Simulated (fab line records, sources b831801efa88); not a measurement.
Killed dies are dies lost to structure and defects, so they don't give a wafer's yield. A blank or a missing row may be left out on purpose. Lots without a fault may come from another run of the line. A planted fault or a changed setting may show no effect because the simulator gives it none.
Split-lot experiment | flow sky130 | 5 lots, 23 wafers read, on a route of 708 steps

THE SPLIT
At SKY_NWELL_IMPLANT_11, the setting dose_cm2 was moved away from the recipe's 1.9e+13 on 8 of the 23 wafers read, by -4.6% to +2.6%. The other wafers ran this setting at the recipe's value.

FROM THE SPLIT TO THE READING: what the file shows between them, 6 steps
- SKY_NWELL_SOFTBAKE_19 (also split here: temp_c)
- SKY_NWELL_DEVELOP_22: develop time 60 s (also split here: dev_temp_c)
- SKY_NWELL_IMPLANT_24
- SKY_NWELL_STRIP_25: strips in O2/N2
- SKY_NWELL_CLEAN_27: cleans in SC1/SC2, time 150 s
- SKY_NWELL_RTA_28: time 30 s

THE READING
NWELL_RS, in ohm/sq, at SKY_NWELL_RS_MEAS_29 (measures by four-point-probe). Fault-free wafers of this fab line usually give 625.7 ohm/sq, standard deviation 1.4 ohm/sq.

wafer  | tool, chamber at the split | dose_cm2 as run | against the recipe | NWELL_RS, ohm/sq | against lot-mates on the recipe
L074.1 | implanter-04, 0            | 1.812e+13       | -4.6%              | 641.1            | +16.9
L074.2 | implanter-04, 0            | 1.9e+13         | recipe             | 623.4            | -
L074.3 | implanter-04, 0            | 1.812e+13       | -4.6%              | 639.4            | +15.2
L074.4 | implanter-04, 0            | 1.812e+13       | -4.6%              | 640.1            | +15.9
L074.5 | implanter-04, 0            | 1.9e+13         | recipe             | 625.0            | -
L076.1 | implanter-03, 0            | 1.9e+13         | recipe             | 627.1            | -
L076.2 | implanter-03, 0            | 1.9e+13         | recipe             | 624.2            | -
L076.3 | implanter-03, 0            | 1.95e+13        | +2.6%              | 616.3            | -9.6
L076.5 | implanter-03, 0            | 1.95e+13        | +2.6%              | 617.4            | -8.5
L076.6 | implanter-03, 0            | 1.9e+13         | recipe             | 626.3            | -
L081.1 | implanter-04, 0            | 1.9e+13         | recipe             | 625.0            | -
L081.2 | implanter-04, 0            | 1.9e+13         | recipe             | 624.4            | -
L081.3 | implanter-04, 0            | 1.9e+13         | recipe             | 626.4            | -
L081.5 | implanter-04, 0            | 1.9e+13         | recipe             | 625.2            | -
L081.6 | implanter-04, 0            | 1.9e+13         | recipe             | 622.5            | -
L083.2 | implanter-01, 0            | 1.83e+13        | -3.7%              | 636.2            | +12.4
L083.3 | implanter-01, 0            | 1.83e+13        | -3.7%              | 635.7            | +11.9
L083.4 | implanter-01, 0            | 1.9e+13         | recipe             | 625.0            | -
L083.5 | implanter-01, 0            | 1.9e+13         | recipe             | 622.6            | -
L083.6 | implanter-01, 0            | 1.83e+13        | -3.7%              | 638.5            | +14.7
L084.1 | implanter-01, 0            | 1.9e+13         | recipe             | 627.4            | -
L084.2 | implanter-01, 0            | 1.9e+13         | recipe             | 626.7            | -
L084.5 | implanter-01, 0            | 1.9e+13         | recipe             | 627.5            | -

THE FIT
A straight line over all 23 wafers: NWELL_RS changes by -3.19 ohm/sq for each +1% of dose_cm2; r = -0.98; the points scatter about the line by 1.5 ohm/sq.
The same after taking each lot's own level away (the mean of its wafers on the recipe; 23 wafers): -3.47 ohm/sq for each +1%; r = -0.99; scatter 1.1 ohm/sq.
On that fit, the largest move of dose_cm2 shifts the reading by 16 ohm/sq.
The lots' own levels span 623.80 to 627.20 ohm/sq, that is 2.4 times the standard deviation above.
So the lot-to-lot level changes the slope little: the two slopes agree.
Check: with one of the wafers moved furthest among these (-4.6%) left out of the fit, the line predicts +15.9 ohm/sq for it against its lot-mates. It came out at +16.9 ohm/sq against them.

OTHER SPLITS ON THESE WAFERS
These wafers also went through other splits before the reading. Each is held against what the fit with the lots' levels taken away leaves over:
other split on the same wafers    | wafers away from the commonest value | r with NWELL_RS (lot level and that fit taken away)
SKY_FIELD_ISO_OXIDATION_01 temp_c | 18                                   | +0.00
SKY_FIELD_ISO_STRIP_16 power_w    | 5                                    | -0.03
SKY_PWDE_IMPLANT_08 energy_kev    | 4                                    | +0.08
SKY_NWELL_SOFTBAKE_19 temp_c      | 5                                    | -0.46
SKY_NWELL_DEVELOP_22 dev_temp_c   | 10                                   | -0.16

THE FILE'S OWN FIT
NWELL_RS changes by -3.47 ohm/sq for each +1% of dose_cm2, r = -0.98.
